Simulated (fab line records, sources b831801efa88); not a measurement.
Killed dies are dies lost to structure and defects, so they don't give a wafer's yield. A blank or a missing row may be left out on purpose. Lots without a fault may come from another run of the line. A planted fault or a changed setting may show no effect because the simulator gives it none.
Which tool did it? | flow sky130 | 12 lots, 36 wafers sampled, at 6 steps of a route of 708

WHAT THE GAUGES READ, wafer by wafer
SKY_LDD_HVP_OVL_MEAS_07. Usual: LDD_HVP_OVL -0.1 nm, standard deviation 1.6.
lot  | measured     | on         | LDD_HVP_OVL (nm) | flag
L620 | day 22 01:25 | overlay-02 | 0.3 0.0 0.6      |
L621 | day 22 01:58 | overlay-02 | 2.6 0.3 0.4      |
L622 | day 22 08:49 | overlay-01 | -0.4 -0.8 0.1    |
L629 | day 24 23:39 | overlay-01 | 2.0 2.3 1.6      |
L635 | day 27 04:26 | overlay-02 | -3.0 -3.0 -2.4   |
L636 | day 27 13:19 | overlay-02 | -0.9 -2.4 -2.3   |
L638 | day 28 07:34 | overlay-02 | -2.3 -1.7 -0.5   |
L639 | day 28 12:16 | overlay-01 | -0.5 -1.3 -2.1   |
L640 | day 28 16:38 | overlay-01 | 1.2 0.9 1.2      |
L641 | day 29 00:55 | overlay-01 | 0.7 0.4 0.9      |
L642 | day 29 08:39 | overlay-01 | 2.1 2.7 4.9      |
L643 | day 29 16:35 | overlay-01 | 3.6 -0.1 -0.1    |

SKY_RES_XHIGH_TW_MEAS_09. Usual: RES_XHIGH_TW 1649, standard deviation 9.5.
lot  | measured     | on            | RES_XHIGH_TW   | flag
L620 | day 27 02:13 | film_metro-01 | 1657 1650 1651 |
L621 | day 27 04:58 | film_metro-03 | 1653 1653 1647 |
L622 | day 27 11:11 | film_metro-03 | 1648 1650 1654 |
L629 | day 29 19:52 | film_metro-01 | 1611 1613 1600 | OFF
L635 | day 31 23:11 | film_metro-01 | 1631 1631 1637 |
L636 | day 32 08:07 | film_metro-04 | 1662 1666 1665 |
L638 | day 33 02:25 | film_metro-04 | 1657 1649 1650 |
L639 | day 33 06:17 | film_metro-03 | 1650 1648 1638 |
L640 | day 33 08:31 | film_metro-04 | 1660 1659 1653 |
L641 | day 33 18:22 | film_metro-01 | 1661 1649 1653 |
L642 | day 34 00:49 | film_metro-04 | 1631 1646 1647 |
L643 | day 34 09:28 | film_metro-04 | 1653 1650 1645 |

SKY_SD_N_TW_MEAS_12. Usual: SD_N_TW 4013, standard deviation 20.
lot  | measured     | on            | SD_N_TW        | flag
L620 | day 28 06:24 | film_metro-04 | 4041 4022 4033 |
L621 | day 28 09:49 | film_metro-03 | 4003 4009 4027 |
L622 | day 28 15:41 | film_metro-01 | 3983 3956 3977 |
L629 | day 31 00:08 | film_metro-03 | 3993 4009 3995 |
L635 | day 33 02:29 | film_metro-03 | 3994 4003 3969 |
L636 | day 33 11:32 | film_metro-01 | 4009 3992 3989 |
L638 | day 34 05:24 | film_metro-01 | 4016 4020 4003 |
L639 | day 34 08:48 | film_metro-04 | 4011 4002 4001 |
L640 | day 34 10:37 | film_metro-01 | 4015 4000 4002 |
L641 | day 34 21:11 | film_metro-01 | 4006 3999 4023 |
L642 | day 35 03:46 | film_metro-04 | 4001 3990 4012 |
L643 | day 35 13:02 | film_metro-03 | 4017 4031 4032 |

SKY_SD_N_RS_MEAS_18: measures by four-point-probe. Usual: RES_XHIGH_RS 333.3 ohm/sq, standard deviation 1.2.
lot  | measured     | on            | RES_XHIGH_RS (ohm/sq) | flag
L620 | day 28 06:56 | film_metro-03 | 330.9 332.4 332.4     |
L621 | day 28 10:24 | film_metro-04 | 333.6 333.4 333.9     |
L622 | day 28 16:14 | film_metro-03 | 331.3 332.4 331.9     |
L629 | day 31 00:39 | film_metro-01 | 349.1 349.9 349.4     | OFF
L635 | day 33 03:02 | film_metro-04 | 334.1 333.9 333.7     |
L636 | day 33 12:04 | film_metro-01 | 334.1 335.0 333.4     |
L638 | day 34 05:56 | film_metro-04 | 333.3 332.7 332.6     |
L639 | day 34 09:20 | film_metro-01 | 334.5 334.5 335.9     |
L640 | day 34 11:09 | film_metro-04 | 334.1 332.1 333.2     |
L641 | day 34 21:44 | film_metro-03 | 331.8 330.7 332.3     |
L642 | day 35 04:18 | film_metro-01 | 336.4 335.8 335.6     |
L643 | day 35 13:35 | film_metro-03 | 330.9 331.7 332.1     |

WHICH TOOL RAN EACH LOT (tool, then ch and the chambers of the sampled wafers, then the start)
lot  | SKY_LDD_HVN_STRIP_09                 | SKY_RES_XHIGH_IMPLANT_07
L620 | plasma_asher-02 ch 0,1, day 20 18:59 | implanter-03 ch 0, day 27 01:58
L621 | plasma_asher-02 ch 0,1, day 20 19:23 | implanter-01 ch 0, day 27 04:43
L622 | plasma_asher-02 ch 0,1, day 21 02:01 | implanter-02 ch 0, day 27 10:58
L629 | plasma_asher-01 ch 0,1, day 23 18:02 | implanter-02 ch 0, day 29 19:37
L635 | plasma_asher-04 ch 0,1, day 25 23:28 | implanter-01 ch 0, day 31 22:58
L636 | plasma_asher-02 ch 0, day 26 08:59   | implanter-03 ch 0, day 32 07:52
L638 | plasma_asher-02 ch 0,1, day 27 03:53 | implanter-03 ch 0, day 33 02:10
L639 | plasma_asher-01 ch 0,1, day 27 08:28 | implanter-03 ch 0, day 33 06:04
L640 | plasma_asher-01 ch 0,1, day 27 12:44 | implanter-02 ch 0, day 33 08:17
L641 | plasma_asher-01 ch 0,1, day 27 21:08 | implanter-03 ch 0, day 33 18:08
L642 | plasma_asher-01 ch 0,1, day 28 04:35 | implanter-01 ch 0, day 34 00:34
L643 | plasma_asher-04 ch 0,1, day 28 12:38 | implanter-02 ch 0, day 34 09:14
- SKY_LDD_HVN_STRIP_09: strips in O2/N2.
- SKY_RES_XHIGH_IMPLANT_07

WHAT THE TOOLS THEMSELVES READ (means of the sampled wafers that have a number; where no wafer has one, the mark that the record gives instead)
SKY_LDD_HVN_STRIP_09. Usual: drypump_motor_current_A 5.79 A, standard deviation 0.23; oes_product_au 0.409 a.u., standard deviation 0.0045; strip_time_to_endpoint_s 4.133 s, standard deviation 0.014.
lot  | tool            | drypump_motor_current_A (A) | oes_product_au (a.u.) | strip_time_to_endpoint_s (s) | flag
L620 | plasma_asher-02 | 5.81                        | 0.410                 | 4.128                        |
L621 | plasma_asher-02 | 5.90                        | 0.410                 | 4.129                        |
L622 | plasma_asher-02 | 5.82                        | 0.411                 | 4.160                        |
L629 | plasma_asher-01 | 5.85                        | 0.410                 | 4.131                        |
L635 | plasma_asher-04 | 5.47                        | 0.409                 | 4.138                        |
L636 | plasma_asher-02 | 6.01                        | 0.415                 | 4.134                        |
L638 | plasma_asher-02 | 5.91                        | 0.406                 | 4.137                        |
L639 | plasma_asher-01 | 5.81                        | 0.412                 | 4.143                        |
L640 | plasma_asher-01 | 5.82                        | 0.407                 | 4.114                        |
L641 | plasma_asher-01 | 5.84                        | 0.409                 | 4.131                        |
L642 | plasma_asher-01 | 5.85                        | 0.407                 | 4.125                        |
L643 | plasma_asher-04 | 5.52                        | 0.407                 | 4.140                        |

THE ANSWER, worked out from the rows above alone
Rule: a lot is off if the mean of its wafers that have a number lies more than 3 standard deviations from the usual mean. A lot without any number at a reading at which 4 lots or more have one is off too. The other lots that the step has rows for count as sound. The gauges are gone through in route order, then the tools' own readings, and for those a lot's mean is taken as printed above. The first step at which some lot is off is used, and at that step the reading that is off furthest; a lot without a number counts as furthest.
Off: L629, at SKY_RES_XHIGH_TW_MEAS_09 (RES_XHIGH_TW).
A tool fits if, at a process step before that reading, it ran every lot that is off, and no sound lot after the first of them. The gauges at SKY_RES_XHIGH_TW_MEAS_09 are tried like those tools. None of those tried fits.

WHAT THE SIMULATOR HAD PUT IN
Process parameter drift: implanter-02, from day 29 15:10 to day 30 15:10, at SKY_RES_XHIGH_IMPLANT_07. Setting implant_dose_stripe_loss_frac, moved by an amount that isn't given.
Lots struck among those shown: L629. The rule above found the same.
